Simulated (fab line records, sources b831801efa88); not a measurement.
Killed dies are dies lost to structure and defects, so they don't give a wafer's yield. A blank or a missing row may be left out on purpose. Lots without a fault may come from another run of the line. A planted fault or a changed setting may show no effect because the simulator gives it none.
Which tool did it? | flow gf180mcu | 13 lots, 39 wafers sampled, at 5 steps of a route of 602

WHAT THE GAUGES READ, wafer by wafer
The record holds no reading of a measuring or inspecting step that can be judged against a usual standard deviation.

WHICH TOOL RAN EACH LOT (tool, then ch and the chambers of the sampled wafers, then the start)
lot  | GF_M2_SPUTTER_03             | GF_V2_SPUTTER_21             | GF_M3_SPUTTER_02             | GF_M3_METAL_ETCH_16               | GF_M3_STRIP_17
L359 | pvd_sputter-02, day 18 02:46 | pvd_sputter-02, day 20 05:40 | pvd_sputter-04, day 20 06:29 | rie_metal-04 ch 0, day 21 06:59   | plasma_asher-02 ch 0,1, day 21 07:07
L360 | pvd_sputter-03, day 18 18:58 | pvd_sputter-01, day 20 22:22 | pvd_sputter-01, day 20 23:26 | rie_metal-01 ch 0,1, day 21 23:27 | plasma_asher-04 ch 0,1, day 21 23:34
L361 | pvd_sputter-01, day 19 04:40 | pvd_sputter-02, day 21 08:36 | pvd_sputter-01, day 21 09:26 | rie_metal-04 ch 1, day 22 09:49   | plasma_asher-04 ch 0,1, day 22 10:04
L362 | pvd_sputter-01, day 19 14:48 | pvd_sputter-01, day 21 16:36 | pvd_sputter-03, day 21 17:26 | rie_metal-01 ch 0,1, day 22 17:06 | plasma_asher-02 ch 0,1, day 22 17:16
L363 | pvd_sputter-03, day 20 05:52 | pvd_sputter-02, day 22 07:44 | pvd_sputter-03, day 22 08:33 | rie_metal-04 ch 0, day 23 07:45   | plasma_asher-04 ch 0,1, day 23 07:53
L364 | pvd_sputter-02, day 20 11:32 | pvd_sputter-02, day 22 13:08 | pvd_sputter-01, day 22 13:57 | rie_metal-01 ch 1, day 23 12:29   | plasma_asher-01 ch 0,1, day 23 12:42
L368 | pvd_sputter-02, day 21 15:23 | pvd_sputter-02, day 23 15:40 | pvd_sputter-04, day 23 16:34 | rie_metal-04 ch 0,1, day 24 14:42 | plasma_asher-02 ch 0,1, day 24 14:50
L374 | pvd_sputter-03, day 24 01:34 | pvd_sputter-01, day 26 00:24 | pvd_sputter-04, day 26 01:14 | rie_metal-02 ch 0, day 26 22:20   | plasma_asher-02 ch 0,1, day 26 22:32
L377 | pvd_sputter-02, day 24 19:59 | pvd_sputter-04, day 26 16:50 | pvd_sputter-03, day 26 17:40 | rie_metal-01 ch 0,1, day 27 14:16 | plasma_asher-04 ch 0,1, day 27 14:23
L378 | pvd_sputter-02, day 25 06:07 | pvd_sputter-04, day 27 02:25 | pvd_sputter-04, day 27 03:14 | rie_metal-04 ch 0,1, day 27 23:53 | plasma_asher-02 ch 0,1, day 28 00:00
L379 | pvd_sputter-01, day 25 11:07 | pvd_sputter-02, day 27 06:49 | pvd_sputter-01, day 27 07:38 | rie_metal-04 ch 0,1, day 28 03:57 | plasma_asher-02 ch 0,1, day 28 04:05
L380 | pvd_sputter-02, day 25 14:32 | pvd_sputter-02, day 27 10:07 | pvd_sputter-01, day 27 10:56 | rie_metal-02 ch 0,1, day 28 07:09 | plasma_asher-04 ch 0,1, day 28 07:17
L382 | pvd_sputter-02, day 26 07:22 | pvd_sputter-04, day 28 01:52 | pvd_sputter-04, day 28 02:44 | rie_metal-02 ch 0,1, day 28 22:02 | plasma_asher-04 ch 0,1, day 28 22:10
- GF_M2_SPUTTER_03: material Ti, target thk 10 nm, time 6.7 s.
- GF_V2_SPUTTER_21: material Ti, target thk 15 nm, time 80.02 s.
- GF_M3_SPUTTER_02: material AlCu, target thk 450 nm, time 23.9 s.
- GF_M3_METAL_ETCH_16: etches the open film in Cl2/BCl3, stops on SiO2, target depth 750.8 nm, time 125.1 s.
- GF_M3_STRIP_17: strips in O2/N2.

WHAT THE TOOLS THEMSELVES READ (means of the sampled wafers that have a number; where no wafer has one, the mark that the record gives instead)
GF_M2_SPUTTER_03.
lot  | tool           | throttle_valve_pct (%)
L359 | pvd_sputter-02 | 29.4
L360 | pvd_sputter-03 | 29.9
L361 | pvd_sputter-01 | 30.0
L362 | pvd_sputter-01 | 30.1
L363 | pvd_sputter-03 | 30.4
L364 | pvd_sputter-02 | 30.3
L368 | pvd_sputter-02 | 30.6
L374 | pvd_sputter-03 | 30.6
L377 | pvd_sputter-02 | 30.5
L378 | pvd_sputter-02 | 30.2
L379 | pvd_sputter-01 | 30.8
L380 | pvd_sputter-02 | 30.7
L382 | pvd_sputter-02 | 31.2

GF_V2_SPUTTER_21.
lot  | tool           | throttle_valve_pct (%)
L359 | pvd_sputter-02 | 30.2
L360 | pvd_sputter-01 | 29.9
L361 | pvd_sputter-02 | 30.9
L362 | pvd_sputter-01 | 29.7
L363 | pvd_sputter-02 | 30.9
L364 | pvd_sputter-02 | 31.2
L368 | pvd_sputter-02 | 30.2
L374 | pvd_sputter-01 | 28.9
L377 | pvd_sputter-04 | 29.5
L378 | pvd_sputter-04 | 29.2
L379 | pvd_sputter-02 | 31.6
L380 | pvd_sputter-02 | 30.4
L382 | pvd_sputter-04 | 29.2

GF_M3_SPUTTER_02.
lot  | tool           | throttle_valve_pct (%)
L359 | pvd_sputter-04 | 29.1
L360 | pvd_sputter-01 | 29.9
L361 | pvd_sputter-01 | 30.0
L362 | pvd_sputter-03 | 29.8
L363 | pvd_sputter-03 | 30.3
L364 | pvd_sputter-01 | 30.9
L368 | pvd_sputter-04 | 29.4
L374 | pvd_sputter-04 | 29.5
L377 | pvd_sputter-03 | 30.6
L378 | pvd_sputter-04 | 29.5
L379 | pvd_sputter-01 | 29.6
L380 | pvd_sputter-01 | 29.0
L382 | pvd_sputter-04 | 29.1

GF_M3_METAL_ETCH_16.
lot  | tool         | drypump_motor_current_A (A) | oes_product_au (a.u.) | rf_fwd_power_W (W) | throttle_valve_pct (%)
L359 | rie_metal-04 | 5.1                         | 0.982                 | 791.9              | 28.246
L360 | rie_metal-01 | 6.1                         | 0.985                 | 797.5              | 28.237
L361 | rie_metal-04 | 6.4                         | 0.994                 | 799.0              | 28.235
L362 | rie_metal-01 | 6.3                         | 0.988                 | 794.8              | 28.235
L363 | rie_metal-04 | 5.1                         | 0.988                 | 794.5              | 28.235
L364 | rie_metal-01 | 6.4                         | 0.993                 | 794.6              | 28.233
L368 | rie_metal-04 | 6.0                         | 0.897                 | 796.5              | 28.341
L374 | rie_metal-02 | 5.5                         | 0.990                 | 798.2              | 28.237
L377 | rie_metal-01 | 6.3                         | 0.986                 | 797.2              | 28.232
L378 | rie_metal-04 | 5.5                         | 0.991                 | 797.6              | 28.225
L379 | rie_metal-04 | 5.5                         | 0.990                 | 795.9              | 28.230
L380 | rie_metal-02 | 5.7                         | 0.986                 | 797.2              | 28.231
L382 | rie_metal-02 | 5.8                         | 0.995                 | 796.7              | 28.226

GF_M3_STRIP_17.
lot  | tool            | drypump_motor_current_A (A) | heater_power_w (W) | oes_product_au (a.u.) | platen_temp_c (C) | strip_time_to_endpoint_s (s)
L359 | plasma_asher-02 | 6.2                         | 311                | 0.543                 | 250.14            | 7.53
L360 | plasma_asher-04 | 5.2                         | 324                | 0.539                 | 249.88            | 7.45
L361 | plasma_asher-04 | 5.4                         | 327                | 0.535                 | 249.92            | 7.34
L362 | plasma_asher-02 | 5.9                         | 310                | 0.540                 | 249.99            | 7.46
L363 | plasma_asher-04 | 5.4                         | 327                | 0.542                 | 250.17            | 7.45
L364 | plasma_asher-01 | 5.3                         | 331                | 0.541                 | 250.04            | 7.37
L368 | plasma_asher-02 | 6.2                         | 315                | 0.557                 | 250.11            | 7.87
L374 | plasma_asher-02 | 5.8                         | 313                | 0.537                 | 250.06            | 7.37
L377 | plasma_asher-04 | 5.2                         | 325                | 0.539                 | 249.96            | 7.38
L378 | plasma_asher-02 | 5.9                         | 313                | 0.538                 | 250.15            | 7.44
L379 | plasma_asher-02 | 5.9                         | 309                | 0.535                 | 250.00            | 7.36
L380 | plasma_asher-04 | 5.4                         | 323                | 0.534                 | 250.06            | 7.39
L382 | plasma_asher-04 | 5.2                         | 324                | 0.538                 | 250.04            | 7.31

THE ANSWER, worked out from the rows above alone
Rule: what is usual is taken from the lots themselves. Put in order of their means at a reading, lots are off if they are a third of the lots or fewer, leave a main group of 4 or more, and stand apart from it by a gap of 3 or more times the standard deviation of the main group's means; of several such gaps the widest counts. A main group whose means are all the same, to the digits that the tables above print for the reading, isn't used. A lot without any number at a reading at which 4 lots or more have one is off too. The other lots that the step has rows for count as sound. The gauges are gone through in route order, then the tools' own readings, and for those a lot's mean is taken as printed above. The first step at which some lot is off is used, and at that step the reading that is off furthest; a lot without a number counts as furthest.
Off: L368, at GF_M3_METAL_ETCH_16 (oes_product_au). The main group: mean 0.989 a.u., standard deviation 0.0037.
A tool fits if, at that step or a process step before it, it ran every lot that is off, and no sound lot after the first of them. None of those tried fits.

WHAT THE SIMULATOR HAD PUT IN
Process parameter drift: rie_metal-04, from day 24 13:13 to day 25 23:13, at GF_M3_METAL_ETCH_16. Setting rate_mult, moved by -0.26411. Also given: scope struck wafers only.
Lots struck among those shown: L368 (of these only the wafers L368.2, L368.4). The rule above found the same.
